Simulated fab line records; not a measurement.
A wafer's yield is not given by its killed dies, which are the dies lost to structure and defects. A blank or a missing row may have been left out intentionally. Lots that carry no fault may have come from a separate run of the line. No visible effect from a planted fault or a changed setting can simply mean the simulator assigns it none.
Matching of chambers	flow sky130	SKY_CONTACT_CMP_04 on cmp-02: 4 sister chambers
The step polishes SiO2. 4 wafers are shown with their chamber, then 8 later ones without.

== EACH WAFER AND ITS CHAMBER ==
wafer	chamber	motor-current-A (A)
L355.4	0	12.0
L356.1	1	11.4
L356.2	2	14.2
L359.2	3	15.3

== WAFERS MISSING THEIR CHAMBER ==
wafer	motor-current-A (A)
L359.3	11.9
L359.4	11.8
L367.2	10.9
L367.3	15.7
L367.4	14.0
L369.2	11.8
L369.4	11.2
L369.6	14.0

== WHICH CHAMBER EACH WENT THROUGH ==
wafer	from the rows above	in truth
L359.3	can't be placed: 0 or 1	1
L359.4	can't be placed: 0 or 1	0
L367.2	1	1
L367.3	3	3
L367.4	2	2
L369.2	can't be placed: 0 or 1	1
L369.4	1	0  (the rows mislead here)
L369.6	2	2
Correct placement for 4 of the 8. Cannot be placed on the basis of these rows: 3; the candidates contain the true chamber in 3. Placed wrongly: 1.
How it was worked out, from the rows above alone: a wafer's distance from a chamber is the root of the sum, over the readings, of the square of ((its reading less the chamber's mean) divided by the reading's scatter). The wafer belongs to the nearest chamber; if the next one is less than 2 further off, it can't be placed. Each chamber's mean is taken over the wafers shown for it. The scatter (one wafer shown for each chamber): square how far every hidden wafer sits from the nearest shown wafer, average those squares and take the square root.
